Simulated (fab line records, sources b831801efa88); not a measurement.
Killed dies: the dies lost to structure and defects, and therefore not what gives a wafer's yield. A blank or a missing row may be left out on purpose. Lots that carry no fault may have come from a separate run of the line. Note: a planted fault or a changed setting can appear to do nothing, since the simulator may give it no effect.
fab line records ; flow sky130
record: lots: 14; wafers: 42; last-day: 50
route steps=708 shown VT_ADJUST_PCH@150 SONOS_TUNNEL@161 SONOS_ONO@181 LDD_P@259
lots that met no fault: taken from a fault-free run of the same line
start-h: the number of hours between the record's first day and the start of the first shown wafer of the lot ; wait-h: how many hours have passed since the lot's step before this one ; " the same as in the row above ; L1.1+2: several wafers, shown together as one row ; - no value, or no start given ; * or withheld: withheld ; < > ~ a bound
route shown NAME@n: a module of which the file shows steps, and the number in the route of the first ; usual: mean/standard deviation taken from wafers without a fault ; same: alike in all rows ; chamber/n: place in a boat ; sites: each site's reading ; _std_site: the standard deviation of these ; _edge_site: outer sites' mean less inner sites' ; radius-mm: for every site, how far away it sits from the centre of the wafer ; mask NAME#n: copy n ; behind: the last tool/chamber to shape the wafer ; hold: what put the lot on hold/how long, in hours/how the hold closed ; device: which transistor (n, p or np) failed to switch ; end of line: tests run on the same wafers once the route is complete ; for a step that has no rows: nothing shown but its recipe ; killed: at the first sort, the dies lost to defects and structure; wafer yield is something else ; map: a wafer's dies, marking killed ones x, the rest . and places with no die _
set.NAME: the setting that was run; set.NAME@STEP: the one run at that earlier step ; model.NAME: the simulator's own value behind a step, which no gauge read
a sample of lots followed through the steps of the route, with each step as a table and each wafer as a row
services: when a tool's chamber went out of use (start-h, in hours from the record's first day, below 0 if earlier), for how many hours, and the reason
== steps ==
step: SKY_VT_ADJUST_PCH_OVL_MEAS_07
usual: VT_ADJUST_PCH_OVL: -1.5/1.5
lot.wafer;tool;chamber;start-h;wait-h;VT_ADJUST_PCH_OVL[nm]
L738.2;overlay-02;-;224.95;-;-4.2
L738.5;overlay-02;-;224.95;-;-4.3
L738.6;overlay-02;-;224.95;-;-2.7
L740.3;overlay-02;-;243.16;-;-3.7
L740.4;overlay-02;-;243.16;-;-3.0
L740.6;overlay-02;-;243.16;-;-3.3
L743.2;overlay-02;-;259.87;-;0.1
L743.5;overlay-02;-;259.87;-;0.1
L743.6;overlay-02;-;259.87;-;0.8
L744.2;overlay-01;-;271.83;-;-1.1
L744.4;overlay-01;-;271.83;-;-4.5
L744.6;overlay-01;-;271.83;-;-1.8
L745.3;overlay-02;-;278.34;-;1.1
L745.4;overlay-02;-;278.34;-;-0.2
L745.6;overlay-02;-;278.34;-;0.9
L746.1;overlay-02;-;282.18;-;-2.3
L746.3;overlay-02;-;282.18;-;-2.4
L746.4;overlay-02;-;282.18;-;-2.0
L749.1;overlay-01;-;306.48;-;-1.1
L749.2;overlay-01;-;306.48;-;-1.5
L749.6;overlay-01;-;306.48;-;-2.8
L750.1;overlay-01;-;319.08;-;-2.1
L750.4;overlay-01;-;319.08;-;-1.9
L750.5;overlay-01;-;319.08;-;-5.3
L752.1;overlay-01;-;333.60;-;-2.3
L752.2;overlay-01;-;333.60;-;-2.6
L752.5;overlay-01;-;333.60;-;-0.2
L757.2;overlay-02;-;379.38;-;-2.3
L757.5;overlay-02;-;379.38;-;-3.0
L757.6;overlay-02;-;379.38;-;-1.8
L758.1;overlay-01;-;382.11;-;-1.3
L758.5;overlay-01;-;382.11;-;-0.6
L758.6;overlay-01;-;382.11;-;-2.0
L759.3;overlay-02;-;387.84;-;-0.9
L759.4;overlay-02;-;387.84;-;-1.4
L759.6;overlay-02;-;387.84;-;-0.8
L760.2;overlay-01;-;395.38;-;-2.3
L760.4;overlay-01;-;395.38;-;-2.9
L760.5;overlay-01;-;395.38;-;-4.1
L761.1;overlay-02;-;405.03;-;-1.1
L761.5;overlay-02;-;405.03;-;-3.1
L761.6;overlay-02;-;405.03;-;0.0
step: SKY_SONOS_TUNNEL_CD_MEAS_07
recipe: target-cd-nm: 410
usual: cd-nm: 409.9/2.4
lot.wafer;tool;chamber;start-h;wait-h;cd-nm
L738.2;cd-sem-01;-;248.43;0.1;409.5
L738.5;cd-sem-01;-;248.43;0.1;408.2
L738.6;cd-sem-01;-;248.43;0.1;407.9
L740.3;cd-sem-01;-;267.00;0.1;408.3
L740.4;cd-sem-01;-;267.00;0.1;409.7
L740.6;cd-sem-01;-;267.00;0.1;408.1
L743.2;cd-sem-01;-;284.28;0.1;409.3
L743.5;cd-sem-01;-;284.28;0.1;410.0
L743.6;cd-sem-01;-;284.28;0.1;408.2
L744.2;cd-sem-01;-;297.20;0.1;414.4
L744.4;cd-sem-01;-;297.20;0.1;413.9
L744.6;cd-sem-01;-;297.20;0.1;413.5
L745.3;cd-sem-01;-;303.55;0.1;411.9
L745.4;cd-sem-01;-;303.55;0.1;411.7
L745.6;cd-sem-01;-;303.55;0.1;412.9
L746.1;cd-sem-02;-;306.78;0.1;407.7
L746.3;cd-sem-02;-;306.78;0.1;404.4
L746.4;cd-sem-02;-;306.78;0.1;406.8
L749.1;cd-sem-01;-;332.03;0.1;409.8
L749.2;cd-sem-01;-;332.03;0.1;409.3
L749.6;cd-sem-01;-;332.03;0.1;408.8
L750.1;cd-sem-01;-;345.43;0.1;410.9
L750.4;cd-sem-01;-;345.43;0.1;411.5
L750.5;cd-sem-01;-;345.43;0.1;411.2
L752.1;cd-sem-01;-;361.06;0.1;407.1
L752.2;cd-sem-01;-;361.06;0.1;409.6
L752.5;cd-sem-01;-;361.06;0.1;406.5
L757.2;cd-sem-02;-;408.28;0.1;410.0
L757.5;cd-sem-02;-;408.28;0.1;410.4
L757.6;cd-sem-02;-;408.28;0.1;409.1
L758.1;cd-sem-02;-;411.41;0.1;411.1
L758.5;cd-sem-02;-;411.41;0.1;410.6
L758.6;cd-sem-02;-;411.41;0.1;410.2
L759.3;cd-sem-02;-;417.42;0.1;413.0
L759.4;cd-sem-02;-;417.42;0.1;412.4
L759.6;cd-sem-02;-;417.42;0.1;412.6
L760.2;cd-sem-02;-;425.50;0.1;410.9
L760.4;cd-sem-02;-;425.50;0.1;411.2
L760.5;cd-sem-02;-;425.50;0.1;413.5
L761.1;cd-sem-01;-;435.53;0.1;408.0
L761.5;cd-sem-01;-;435.53;0.1;409.5
L761.6;cd-sem-01;-;435.53;0.1;407.1
step: SKY_SONOS_ONO_CD_MEAS_13
recipe: target-cd-nm: 410
usual: cd-nm: 409.9/2.5
lot.wafer;tool;chamber;start-h;wait-h;cd-nm
L738.2;cd-sem-01;-;277.87;0.1;409.7
L738.5;cd-sem-01;-;277.87;0.1;410.2
L738.6;cd-sem-01;-;277.87;0.1;409.8
L740.3;cd-sem-02;-;298.47;0.1;408.4
L740.4;cd-sem-02;-;298.47;0.1;411.5
L740.6;cd-sem-02;-;298.47;0.1;411.6
L743.2;cd-sem-02;-;316.23;0.1;409.2
L743.5;cd-sem-02;-;316.23;0.1;408.1
L743.6;cd-sem-02;-;316.23;0.1;407.2
L744.2;cd-sem-02;-;331.75;0.1;407.7
L744.4;cd-sem-02;-;331.75;0.1;408.0
L744.6;cd-sem-02;-;331.75;0.1;408.0
L745.3;cd-sem-02;-;342.75;0.1;413.4
L745.4;cd-sem-02;-;342.75;0.1;408.0
L745.6;cd-sem-02;-;342.75;0.1;410.3
L746.1;cd-sem-01;-;343.01;0.1;408.1
L746.3;cd-sem-01;-;343.01;0.1;408.0
L746.4;cd-sem-01;-;343.01;0.1;409.5
L749.1;cd-sem-01;-;364.06;0.1;407.5
L749.2;cd-sem-01;-;364.06;0.1;408.2
L749.6;cd-sem-01;-;364.06;0.1;410.2
L750.1;cd-sem-01;-;378.55;0.1;409.6
L750.4;cd-sem-01;-;378.55;0.1;407.0
L750.5;cd-sem-01;-;378.55;0.1;410.2
L752.1;cd-sem-01;-;393.81;0.1;409.1
L752.2;cd-sem-01;-;393.81;0.1;409.8
L752.5;cd-sem-01;-;393.81;0.1;409.5
L757.2;cd-sem-01;-;444.88;0.2;411.6
L757.5;cd-sem-01;-;444.88;0.2;410.6
L757.6;cd-sem-01;-;444.88;0.2;409.2
L758.1;cd-sem-01;-;447.96;0.1;412.7
L758.5;cd-sem-01;-;447.96;0.1;413.4
L758.6;cd-sem-01;-;447.96;0.1;412.4
L759.3;cd-sem-02;-;452.94;0.1;409.2
L759.4;cd-sem-02;-;452.94;0.1;409.0
L759.6;cd-sem-02;-;452.94;0.1;408.7
L760.2;cd-sem-01;-;462.80;0.1;413.8
L760.4;cd-sem-01;-;462.80;0.1;415.5
L760.5;cd-sem-01;-;462.80;0.1;416.1
L761.1;cd-sem-01;-;470.60;0.1;413.8
L761.5;cd-sem-01;-;470.60;0.1;415.0
L761.6;cd-sem-01;-;470.60;0.1;413.2
step: SKY_LDD_P_EXPOSE_04
recipe: mask-id: PSDM; na: 0.6; source-shape: conventional; sigma-outer: 0.6; polarization: unpolarized; target-cd-nm: 380; dose-mj: 138
usual: exposure-dose-mJ-cm2: 138.1/0.33; focus-offset-nm: 0.1/0.49; sigma-outer: 0.6/0
lot.wafer;tool;chamber;start-h;wait-h;mask;exposure-dose-mJ-cm2;focus-offset-nm;sigma-outer
L738.2;iline-stepper-01;0;421.23;-;PSDM#0;138.1;0.1;0.6
L738.5;iline-stepper-01;0;421.23;-;PSDM#0;138.0;0.5;0.6
L738.6;iline-stepper-01;0;421.23;-;PSDM#0;138.1;0.2;0.6
L740.3;iline-stepper-02;0;444.47;-;PSDM#0;138.5;-1.0;0.6
L740.4;iline-stepper-02;0;444.47;-;PSDM#0;138.5;-1.1;0.6
L740.6;iline-stepper-02;0;444.47;-;PSDM#0;138.6;-0.5;0.6
L743.2;iline-stepper-01;0;458.33;-;PSDM#0;138.3;0.0;0.6
L743.5;iline-stepper-01;0;458.33;-;PSDM#0;138.2;0.2;0.6
L743.6;iline-stepper-01;0;458.33;-;PSDM#0;138.1;-0.1;0.6
L744.2;iline-stepper-01;0;476.08;-;PSDM#0;137.9;0.1;0.6
L744.4;iline-stepper-01;0;476.08;-;PSDM#0;138.0;0.0;0.6
L744.6;iline-stepper-01;0;476.08;-;PSDM#0;137.9;-0.4;0.6
L745.3;iline-stepper-01;0;485.95;-;PSDM#0;138.0;-1.0;0.6
L745.4;iline-stepper-01;0;485.95;-;PSDM#0;137.9;0.5;0.6
L745.6;iline-stepper-01;0;485.95;-;PSDM#0;137.8;-0.3;0.6
L746.1;iline-stepper-02;0;487.43;-;PSDM#0;138.6;0.4;0.6
L746.3;iline-stepper-02;0;487.43;-;PSDM#0;138.6;0.5;0.6
L746.4;iline-stepper-02;0;487.43;-;PSDM#0;138.5;-0.4;0.6
L749.1;iline-stepper-01;-;512.31;-;PSDM#0;-;-;-
L749.2;iline-stepper-01;-;512.31;-;PSDM#0;-;-;-
L749.6;iline-stepper-01;-;512.31;-;PSDM#0;-;-;-
L750.1;iline-stepper-01;-;526.55;-;PSDM#0;-;-;-
L750.4;iline-stepper-01;-;526.55;-;PSDM#0;-;-;-
L750.5;iline-stepper-01;-;526.55;-;PSDM#0;-;-;-
L752.1;iline-stepper-02;0;540.74;-;PSDM#0;138.7;0.4;0.6
L752.2;iline-stepper-02;0;540.74;-;PSDM#0;138.8;0.6;0.6
L752.5;iline-stepper-02;0;540.74;-;PSDM#0;138.9;0.4;0.6
L757.2;iline-stepper-01;0;592.84;-;PSDM#0;137.8;0.6;0.6
L757.5;iline-stepper-01;0;592.84;-;PSDM#0;137.9;0.6;0.6
L757.6;iline-stepper-01;0;592.84;-;PSDM#0;137.9;0.2;0.6
L758.1;iline-stepper-01;0;593.71;-;PSDM#0;137.9;1.2;0.6
L758.5;iline-stepper-01;0;593.71;-;PSDM#0;138.0;0.6;0.6
L758.6;iline-stepper-01;0;593.71;-;PSDM#0;138.0;0.6;0.6
L759.3;iline-stepper-01;0;600.61;-;PSDM#0;137.9;-0.4;0.6
L759.4;iline-stepper-01;0;600.61;-;PSDM#0;137.9;0.0;0.6
L759.6;iline-stepper-01;0;600.61;-;PSDM#0;137.6;-0.3;0.6
L760.2;iline-stepper-01;0;609.08;-;PSDM#0;137.9;0.0;0.6
L760.4;iline-stepper-01;0;609.08;-;PSDM#0;138.2;-0.3;0.6
L760.5;iline-stepper-01;0;609.08;-;PSDM#0;138.0;0.1;0.6
L761.1;iline-stepper-01;0;616.61;-;PSDM#0;137.8;-0.6;0.6
L761.5;iline-stepper-01;0;616.61;-;PSDM#0;137.8;0.0;0.6
L761.6;iline-stepper-01;0;616.61;-;PSDM#0;138.1;-0.2;0.6
== services ==
tool;chamber;start-h;hours;kind
iline-stepper-02;-;411.01;18.0;repair
iline-stepper-02;0;415.16;-;calibration
iline-stepper-01;-;492.48;1.7;pm
iline-stepper-01;-;494.14;4.4;pm
iline-stepper-02;-;506.32;4.4;pm
iline-stepper-01;0;523.99;-;calibration
iline-stepper-01;-;559.68;28.9;pm
iline-stepper-02;-;591.16;1.7;pm
== key ==
first-sign: step: SKY_LDD_P_EXPOSE_04; reading: tool-record; direction: missing
effect none on later readings
met-at SKY_LDD_P_EXPOSE_04
struck-lots L749,L750
sort-left-out L749.1,L749.2,L749.6,L750.1,L750.4,L750.5
tester-left-out L749,L750
not-acting-at SKY_VT_ADJUST_PCH_OVL_MEAS_07,SKY_SONOS_TUNNEL_CD_MEAS_07,SKY_SONOS_ONO_CD_MEAS_13
onset-between 485.95 512.31
fault: kind: skipped-step-whole; tool: iline-stepper-01; chamber: -; onset-h: 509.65; steps: SKY_LDD_P_EXPOSE_04; scope: struck-lots-only
tester-left-out: of these lots the tester's yield and bins aren't shown, on N5 and GAA mostly nor the transistor test; their killed dies are dies lost to structure and defects alone, not to doping, threshold or leakage, so they don't give the yield
sort-left-out: the simulated sort isn't trusted on such a fault, so these wafers' sort isn't shown, and their yield isn't known
